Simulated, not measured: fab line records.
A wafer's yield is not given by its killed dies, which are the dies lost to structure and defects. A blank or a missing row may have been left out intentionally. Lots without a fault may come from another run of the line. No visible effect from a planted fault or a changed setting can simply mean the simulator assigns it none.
2 desks looking at one fault :: flow gf180mcu :: every desk sees just its own numbers, and what lay behind them comes last

DESK OF THE TOOL OWNER: cvdW-01
The tool's own readings at GF_CONTACT_CVD_24 (deposits W, target thk 300 nm, time 90.339 s): means of the sampled wafers that have a number, for each lot that ran on this tool. A lot is out of limits, marked OUT, if its mean lies more than 4 standard deviations from the usual mean; the brackets give that distance.
Columns: A = chamberPressureTorr at GF_CONTACT_CVD_24, usual 39.99 Torr; B = heaterPowerW at GF_CONTACT_CVD_24, usual 887 W
lot: L120
first seen here: day 17 00:53
A: 39.91
B: 774

lot: L121
first seen here: day 17 11:09
A: 40.08
B: 834

lot: L122
first seen here: day 18 00:57
A: 40.02
B: 778

lot: L127
first seen here: day 19 09:03
A: 40.09
B: 727

lot: L129
first seen here: day 20 07:34
A: 39.92
B: 775

lot: L132
first seen here: day 21 08:42
A: 41.34 (+17) OUT
B: 770

lot: L136
first seen here: day 22 20:16
A: 41.42 (+18) OUT
B: 783
This desk's finding: out of limits on L132, L136; first on L132, day 21 08:42 (chamberPressureTorr at GF_CONTACT_CVD_24). L120, L121, L122, L127, L129: within limits.

THE METROLOGY DESK
Means of the sampled wafers that have a number, per lot and without regard to the tool the lot ran on: this is what the gauges read. A lot is out of limits, marked OUT, if its mean lies more than 4 standard deviations from the usual mean; the brackets give that distance.
Columns: A = SALICIDE_TIN_THK at GF_SALICIDE_THK_MEAS_05, usual 20.18 nm; B = CONTACT_CVD_00_THK at GF_CONTACT_THK_MEAS_01, usual 298.3 nm; C = CONTACT_BOW at GF_CONTACT_BOW_MEAS_05, usual 63 um
lot: L119
first seen here: day 15 13:25
A: 20.16
B: 298.5
C: 62

lot: L120
first seen here: day 16 01:42
A: 19.65
B: 296.6
C: 59

lot: L121
first seen here: day 16 10:42
A: 19.95
B: 302.8
C: 67

lot: L123
first seen here: day 16 23:08
A: 20.41
B: 298.9
C: 67

lot: L122
first seen here: day 16 23:52
A: 20.65
B: 299.5
C: 70

lot: L126
first seen here: day 17 20:38
A: 20.64
B: 296.9
C: 53

lot: L127
first seen here: day 18 07:13
A: 19.84
B: 297.5
C: 60

lot: L128
first seen here: day 18 20:23
A: 20.15
B: 298.3
C: 64

lot: L129
first seen here: day 19 05:11
A: 19.76
B: 296.2
C: 71

lot: L130
first seen here: day 19 09:08
A: 20.13
B: 303.5
C: 55

lot: L132
first seen here: day 20 06:35
A: 20.21
B: 295.8
C: 58

lot: L133
first seen here: day 20 13:24
A: 20.49
B: 300.7
C: 66

lot: L136
first seen here: day 21 18:43
A: 19.79
B: 295.0
C: 71

lot: L141
first seen here: day 23 12:53
A: 20.36
B: 299.0
C: 67
This desk found nothing out of limits on any of the 14 lots.

TAKEN TOGETHER
On L132, L136, at day 21 08:42, an alarm was possible from the tool owner's desk.
The metrology desk saw nothing out of limits.
The metrology desk holds a record of L132, L136, inside its limits.
Every lot named ran GF_CONTACT_CVD_24 on cvdW-01.

WHAT WAS PUT IN BY THE SIMULATOR
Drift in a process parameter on cvdW-01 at GF_CONTACT_CVD_24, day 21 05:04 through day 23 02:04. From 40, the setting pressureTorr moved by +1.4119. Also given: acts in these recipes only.
Struck lots among those shown: L132, L136.
Hours from the fault's start to each desk's first reading out of limits: the tool owner's desk, 4.
